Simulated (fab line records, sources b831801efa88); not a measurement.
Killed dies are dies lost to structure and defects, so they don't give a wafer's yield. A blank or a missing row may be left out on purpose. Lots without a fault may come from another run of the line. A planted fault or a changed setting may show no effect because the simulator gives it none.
Which tool did it? | flow gf180mcu | 6 lots, 18 wafers sampled, at 2 steps of a route of 602

WHAT THE GAUGES READ, wafer by wafer
GF_M3_THK_MEAS_06: measures by xrf.
lot  | measured     | on            | M3_ALCU_THK (nm)
L958 | day 20 20:51 | film_metro-01 | 452 442 451
L960 | day 21 12:08 | film_metro-01 | 455 444 447
L961 | day 22 12:32 | film_metro-01 | 447 457 446
L973 | day 26 03:55 | film_metro-03 | 442 442 449
L976 | day 27 02:14 | film_metro-02 | 451 450 455
L978 | day 27 13:51 | film_metro-02 | 440 446 447

WHICH TOOL RAN EACH LOT (tool, then ch and the chambers of the sampled wafers, then the start)
lot  | GF_SALICIDE_SPUTTER_02
L958 | pvd_sputter-02, day 15 14:55
L960 | pvd_sputter-04, day 16 05:16
L961 | pvd_sputter-03, day 17 02:44
L973 | pvd_sputter-02, day 21 00:28
L976 | pvd_sputter-04, day 22 02:22
L978 | pvd_sputter-04, day 22 15:52
- GF_SALICIDE_SPUTTER_02: material Co, target thk 10 nm, time 20 s.

THE ANSWER, worked out from the rows above alone
Rule: what is usual is taken from the lots themselves. Put in order of their means at a reading, lots are off if they are a third of the lots or fewer, leave a main group of 4 or more, and stand apart from it by a gap of 3 or more times the standard deviation of the main group's means; of several such gaps the widest counts. A main group whose means are all the same, to the digits that the tables above print for the reading, isn't used. A lot without any number at a reading at which 4 lots or more have one is off too. The other lots that the step has rows for count as sound.
No lot is off at any reading shown: from this, nothing can be told.

WHAT THE SIMULATOR HAD PUT IN
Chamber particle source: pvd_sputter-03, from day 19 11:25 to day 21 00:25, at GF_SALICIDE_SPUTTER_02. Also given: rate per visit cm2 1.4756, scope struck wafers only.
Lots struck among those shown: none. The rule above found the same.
